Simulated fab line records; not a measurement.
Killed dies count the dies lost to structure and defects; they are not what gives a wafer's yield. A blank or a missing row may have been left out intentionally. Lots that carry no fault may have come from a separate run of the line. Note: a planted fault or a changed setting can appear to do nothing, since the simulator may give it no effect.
Which tool is to blame? :: flow sky130 :: 14 lots, 42 wafers sampled, at 4 steps of a route of 708

## WHAT THE GAUGES SHOWED, per wafer
SKY_POLY_GATE_THK_MEAS_21.
lot: L809
measured: day 18 11:34
on: film_metro-01
POLY_GATE_OXIDATION_THK (nm): 3.93 3.87 3.89

lot: L808
measured: day 18 21:02
on: film_metro-04
POLY_GATE_OXIDATION_THK (nm): 3.90 4.06 4.08

lot: L813
measured: day 20 00:34
on: film_metro-04
POLY_GATE_OXIDATION_THK (nm): 3.86 3.87 3.88

lot: L814
measured: day 20 12:49
on: film_metro-02
POLY_GATE_OXIDATION_THK (nm): 4.09 4.07 4.14

lot: L815
measured: day 20 20:06
on: film_metro-02
POLY_GATE_OXIDATION_THK (nm): 4.09 4.04 4.02

lot: L817
measured: day 21 08:02
on: film_metro-01
POLY_GATE_OXIDATION_THK (nm): 3.97 3.88 3.83

lot: L819
measured: day 21 23:09
on: film_metro-04
POLY_GATE_OXIDATION_THK (nm): 4.02 3.95 3.95

lot: L820
measured: day 22 10:44
on: film_metro-04
POLY_GATE_OXIDATION_THK (nm): 3.99 4.01 4.07

lot: L821
measured: day 22 19:40
on: film_metro-04
POLY_GATE_OXIDATION_THK (nm): 3.72 3.69 3.70

lot: L823
measured: day 23 13:26
on: film_metro-04
POLY_GATE_OXIDATION_THK (nm): 3.95 3.91 3.97

lot: L824
measured: day 23 20:29
on: film_metro-02
POLY_GATE_OXIDATION_THK (nm): 3.99 4.02 3.98

lot: L825
measured: day 24 10:17
on: film_metro-01
POLY_GATE_OXIDATION_THK (nm): 3.98 3.99 3.90

lot: L827
measured: day 24 20:14
on: film_metro-04
POLY_GATE_OXIDATION_THK (nm): 3.94 3.95 3.97

lot: L828
measured: day 25 01:02
on: film_metro-02
POLY_GATE_OXIDATION_THK (nm): 4.05 3.99 4.05

SKY_LDD_LDN_OVL_MEAS_07.
lot: L809
measured: day 24 19:18
on: overlay-02
LDD_LDN_OVL (nm): -0.7 -0.2 -1.6

lot: L808
measured: day 25 06:39
on: overlay-01
LDD_LDN_OVL (nm): -4.0 -1.8 -0.8

lot: L813
measured: day 26 07:21
on: overlay-01
LDD_LDN_OVL (nm): 0.2 1.8 1.7

lot: L814
measured: day 26 18:25
on: overlay-01
LDD_LDN_OVL (nm): -2.9 -0.3 0.3

lot: L815
measured: day 27 01:35
on: overlay-01
LDD_LDN_OVL (nm): 1.0 -0.6 1.9

lot: L817
measured: day 27 13:29
on: overlay-01
LDD_LDN_OVL (nm): -0.9 -1.1 -1.1

lot: L819
measured: day 28 02:51
on: overlay-02
LDD_LDN_OVL (nm): 0.2 1.8 2.0

lot: L820
measured: day 28 12:26
on: overlay-02
LDD_LDN_OVL (nm): 0.3 1.5 1.4

lot: L821
measured: day 28 22:27
on: overlay-01
LDD_LDN_OVL (nm): -2.7 -2.1 -0.8

lot: L823
measured: day 29 13:59
on: overlay-02
LDD_LDN_OVL (nm): -0.4 -0.5 1.1

lot: L824
measured: day 29 21:17
on: overlay-01
LDD_LDN_OVL (nm): -2.6 1.0 0.3

lot: L825
measured: day 30 10:39
on: overlay-01
LDD_LDN_OVL (nm): -0.4 1.1 0.5

lot: L827
measured: day 30 18:32
on: overlay-01
LDD_LDN_OVL (nm): -1.0 -0.5 -0.7

lot: L828
measured: day 31 00:15
on: overlay-02
LDD_LDN_OVL (nm): 1.8 2.7 2.6

## TOOL THAT RAN EACH LOT (tool first, then ch and the chambers of the sampled wafers, then the start)
lot: L809
SKY_VT_ADJUST_LVTN_STRIP_09: plasma_asher-01 ch 0,1, day 8 03:02
SKY_LDD_P_DEVELOP_06: litho_track-03 ch 0, day 21 00:33

lot: L808
SKY_VT_ADJUST_LVTN_STRIP_09: plasma_asher-01 ch 0,1, day 8 06:32
SKY_LDD_P_DEVELOP_06: litho_track-03 ch 0, day 21 11:15

lot: L813
SKY_VT_ADJUST_LVTN_STRIP_09: plasma_asher-01 ch 0,1, day 9 04:58
SKY_LDD_P_DEVELOP_06: litho_track-03, day 22 15:21

lot: L814
SKY_VT_ADJUST_LVTN_STRIP_09: plasma_asher-01 ch 0,1, day 9 13:46
SKY_LDD_P_DEVELOP_06: litho_track-04, day 23 03:02

lot: L815
SKY_VT_ADJUST_LVTN_STRIP_09: plasma_asher-02 ch 0,1, day 9 16:50
SKY_LDD_P_DEVELOP_06: litho_track-01 ch 0, day 23 10:03

lot: L817
SKY_VT_ADJUST_LVTN_STRIP_09: plasma_asher-01 ch 0,1, day 10 04:17
SKY_LDD_P_DEVELOP_06: litho_track-03 ch 0, day 23 22:42

lot: L819
SKY_VT_ADJUST_LVTN_STRIP_09: plasma_asher-02 ch 0,1, day 10 20:53
SKY_LDD_P_DEVELOP_06: litho_track-03 ch 0, day 24 12:13

lot: L820
SKY_VT_ADJUST_LVTN_STRIP_09: plasma_asher-02 ch 0,1, day 11 01:47
SKY_LDD_P_DEVELOP_06: litho_track-01 ch 0, day 24 22:54

lot: L821
SKY_VT_ADJUST_LVTN_STRIP_09: plasma_asher-02 ch 0,1, day 11 05:59
SKY_LDD_P_DEVELOP_06: litho_track-03 ch 0, day 25 08:21

lot: L823
SKY_VT_ADJUST_LVTN_STRIP_09: plasma_asher-03 ch 0,1, day 12 02:26
SKY_LDD_P_DEVELOP_06: litho_track-04 ch 0, day 26 01:32

lot: L824
SKY_VT_ADJUST_LVTN_STRIP_09: plasma_asher-01 ch 0,1, day 12 09:32
SKY_LDD_P_DEVELOP_06: litho_track-01 ch 0, day 26 08:18

lot: L825
SKY_VT_ADJUST_LVTN_STRIP_09: plasma_asher-03 ch 0,1, day 12 15:44
SKY_LDD_P_DEVELOP_06: litho_track-03 ch 0, day 26 20:25

lot: L827
SKY_VT_ADJUST_LVTN_STRIP_09: plasma_asher-01 ch 0,1, day 13 03:53
SKY_LDD_P_DEVELOP_06: litho_track-03 ch 0, day 27 05:33

lot: L828
SKY_VT_ADJUST_LVTN_STRIP_09: plasma_asher-01 ch 0,1, day 13 08:11
SKY_LDD_P_DEVELOP_06: litho_track-03 ch 0, day 27 11:19
- SKY_VT_ADJUST_LVTN_STRIP_09: strips in O2/N2.
- SKY_LDD_P_DEVELOP_06: develop time 60 s.

## WHAT THE TOOLS THEMSELVES READ (means of the sampled wafers that have a number; where no wafer has one, the mark that the record gives instead)
SKY_VT_ADJUST_LVTN_STRIP_09.
lot: L809
tool: plasma_asher-01
drypump_motor_current_A (A): 5.9
oes_product_au (a.u.): 0.725
strip_time_to_endpoint_s (s): 36.89

lot: L808
tool: plasma_asher-01
drypump_motor_current_A (A): 5.9
oes_product_au (a.u.): 0.717
strip_time_to_endpoint_s (s): 36.88

lot: L813
tool: plasma_asher-01
drypump_motor_current_A (A): 5.9
oes_product_au (a.u.): 0.723
strip_time_to_endpoint_s (s): 36.78

lot: L814
tool: plasma_asher-01
drypump_motor_current_A (A): 5.9
oes_product_au (a.u.): 0.726
strip_time_to_endpoint_s (s): 36.99

lot: L815
tool: plasma_asher-02
drypump_motor_current_A (A): 5.7
oes_product_au (a.u.): 0.725
strip_time_to_endpoint_s (s): 36.98

lot: L817
tool: plasma_asher-01
drypump_motor_current_A (A): 5.9
oes_product_au (a.u.): 0.722
strip_time_to_endpoint_s (s): 36.75

lot: L819
tool: plasma_asher-02
drypump_motor_current_A (A): 5.6
oes_product_au (a.u.): 0.725
strip_time_to_endpoint_s (s): 36.91

lot: L820
tool: plasma_asher-02
drypump_motor_current_A (A): 5.6
oes_product_au (a.u.): 0.723
strip_time_to_endpoint_s (s): 36.97

lot: L821
tool: plasma_asher-02
drypump_motor_current_A (A): 5.6
oes_product_au (a.u.): 0.719
strip_time_to_endpoint_s (s): 36.87

lot: L823
tool: plasma_asher-03
drypump_motor_current_A (A): 5.6
oes_product_au (a.u.): 0.723
strip_time_to_endpoint_s (s): 36.84

lot: L824
tool: plasma_asher-01
drypump_motor_current_A (A): 5.9
oes_product_au (a.u.): 0.722
strip_time_to_endpoint_s (s): 37.03

lot: L825
tool: plasma_asher-03
drypump_motor_current_A (A): 5.5
oes_product_au (a.u.): 0.722
strip_time_to_endpoint_s (s): 36.90

lot: L827
tool: plasma_asher-01
drypump_motor_current_A (A): 5.9
oes_product_au (a.u.): 0.718
strip_time_to_endpoint_s (s): 36.94

lot: L828
tool: plasma_asher-01
drypump_motor_current_A (A): 6.1
oes_product_au (a.u.): 0.722
strip_time_to_endpoint_s (s): 36.78

SKY_LDD_P_DEVELOP_06.
lot: L809
tool: litho_track-03
chill_plate_temp_C (C): 23.06

lot: L808
tool: litho_track-03
chill_plate_temp_C (C): 23.19

lot: L813
tool: litho_track-03
chill_plate_temp_C (C): -

lot: L814
tool: litho_track-04
chill_plate_temp_C (C): -

lot: L815
tool: litho_track-01
chill_plate_temp_C (C): 23.06

lot: L817
tool: litho_track-03
chill_plate_temp_C (C): 22.92

lot: L819
tool: litho_track-03
chill_plate_temp_C (C): 22.84

lot: L820
tool: litho_track-01
chill_plate_temp_C (C): 22.89

lot: L821
tool: litho_track-03
chill_plate_temp_C (C): 22.99

lot: L823
tool: litho_track-04
chill_plate_temp_C (C): 22.98

lot: L824
tool: litho_track-01
chill_plate_temp_C (C): 23.09

lot: L825
tool: litho_track-03
chill_plate_temp_C (C): 23.03

lot: L827
tool: litho_track-03
chill_plate_temp_C (C): 22.99

lot: L828
tool: litho_track-03
chill_plate_temp_C (C): 23.03

## THE ANSWER, worked out from the rows above alone
Rule: the usual values come from the lots themselves. The widest of any qualifying gaps counts: lots, ordered by their means at a reading, are off when they make up no more than a third of the lots, leave a main group of 4 or more, and stand apart from it by 3 or more times the standard deviation of that group's means. A main group is skipped when, at the precision printed for the reading in the tables above, its means are all equal. A lot without any number at a reading at which 4 lots or more have one is off too. All remaining lots with rows at the step are treated as sound. After the gauges, taken in route order, come the tools' own readings; for these a lot's mean is taken, as printed above. The first step at which some lot is off is used, and at that step the reading that is off furthest; a lot without a number counts as furthest.
Off: L813, L814 (SKY_LDD_P_DEVELOP_06, chill_plate_temp_C). Without a number there: L813, L814. Main group: mean 23.01 C, sd 0.09.
If a tool, at that step or one of the process steps before it, ran each lot that is off and ran no sound lot following the first of them, it fits. Of those tried, none fits.

## WHAT THE SIMULATOR PUT IN
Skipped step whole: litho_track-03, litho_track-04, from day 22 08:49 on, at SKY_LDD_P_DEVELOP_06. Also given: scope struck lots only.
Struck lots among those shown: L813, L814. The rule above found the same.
